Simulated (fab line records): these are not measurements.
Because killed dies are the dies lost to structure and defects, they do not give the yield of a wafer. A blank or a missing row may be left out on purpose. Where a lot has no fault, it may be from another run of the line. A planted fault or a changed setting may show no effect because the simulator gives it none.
Which tool did it?	flow gf180mcu	Sampling: 15 lots, 45 wafers, 2 of 602 route steps

## WHAT EACH GAUGE READ, for each wafer
GF_V4_BOW_MEAS_05. Usual: V4_BOW typically reads 133 um, with standard deviation 9.1.
lot	measured	on	V4_BOW (um)	flag
L193	day 23 05:02	film metro-01	126 136 131	
L194	day 23 10:13	film metro-04	138 137 137	
L195	day 23 20:11	film metro-03	140 138 140	
L196	day 25 03:52	film metro-03	147 146 143	
L198	day 25 16:37	film metro-01	145 144 140	
L199	day 26 04:43	film metro-04	113 132 112	
L206	day 27 23:19	film metro-01	136 129 133	
L207	day 28 03:16	film metro-04	140 129 156	
L208	day 28 14:45	film metro-04	133 128 128	
L209	day 28 23:07	film metro-03	123 122 128	
L210	day 28 23:12	film metro-04	128 126 124	
L211	day 29 06:35	film metro-01	135 134 156	
L212	day 29 12:59	film metro-04	141 147 149	
L214	day 29 23:02	film metro-04	128 136 132	
L216	day 30 11:14	film metro-03	149 139 150	

GF_V4_CD_MEAS_14: target cd 260 nm. Usual: cd nm 259.9 nm, standard deviation 1.3.
lot	measured	on	cd nm (nm)	flag
L193	day 24 02:55	cd sem-02	258.5 258.6 258.6	
L194	day 24 09:07	cd sem-02	260.3 261.6 262.0	
L195	day 24 18:53	cd sem-01	259.4 258.5 257.6	
L196	day 26 00:45	cd sem-01	260.0 260.1 260.8	
L198	day 26 13:13	cd sem-01	259.0 259.7 259.2	
L199	day 27 01:15	cd sem-02	260.3 260.1 260.1	
L206	day 28 18:51	cd sem-02	257.1 256.3 255.2	
L207	day 28 22:24	cd sem-02	260.9 261.9 260.6	
L208	day 29 09:31	cd sem-02	258.6 261.0 260.2	
L209	day 29 17:22	cd sem-01	259.9 258.6 259.9	
L210	day 29 17:51	cd sem-02	260.9 260.1 260.5	
L211	day 30 01:33	cd sem-01	259.8 259.2 259.7	
L212	day 30 07:55	cd sem-02	262.3 261.6 262.1	
L214	day 30 17:33	cd sem-02	259.2 259.4 261.2	
L216	day 31 05:15	cd sem-02	259.2 260.0 259.8	

## TOOL THAT RAN EACH LOT (tool first, then ch and the chambers of the sampled wafers, then the start)
Record: no process step prior to these readings.

## AS READ BY THE TOOLS THEMSELVES (means over the sampled wafers that have a number; for cases with no such wafer, the mark the record gives instead)
The record holds no such reading with a usual standard deviation.

## THE ANSWER, worked out from the rows above alone
Rule: a lot is off if the mean of its wafers that have a number lies more than 3 standard deviations from the usual mean. A lot without any number at a reading at which 4 lots or more have one is off too. The other lots that the step has rows for count as sound. The gauges are gone through in route order, then the tools' own readings, and for those a lot's mean is taken as printed above. At the first step where some lot is off, the reading lying furthest off is the one used; lots without a number count as furthest.
Nothing can be told from this: no lot is off at any reading shown.

## WHAT THE SIMULATOR HAD PUT IN
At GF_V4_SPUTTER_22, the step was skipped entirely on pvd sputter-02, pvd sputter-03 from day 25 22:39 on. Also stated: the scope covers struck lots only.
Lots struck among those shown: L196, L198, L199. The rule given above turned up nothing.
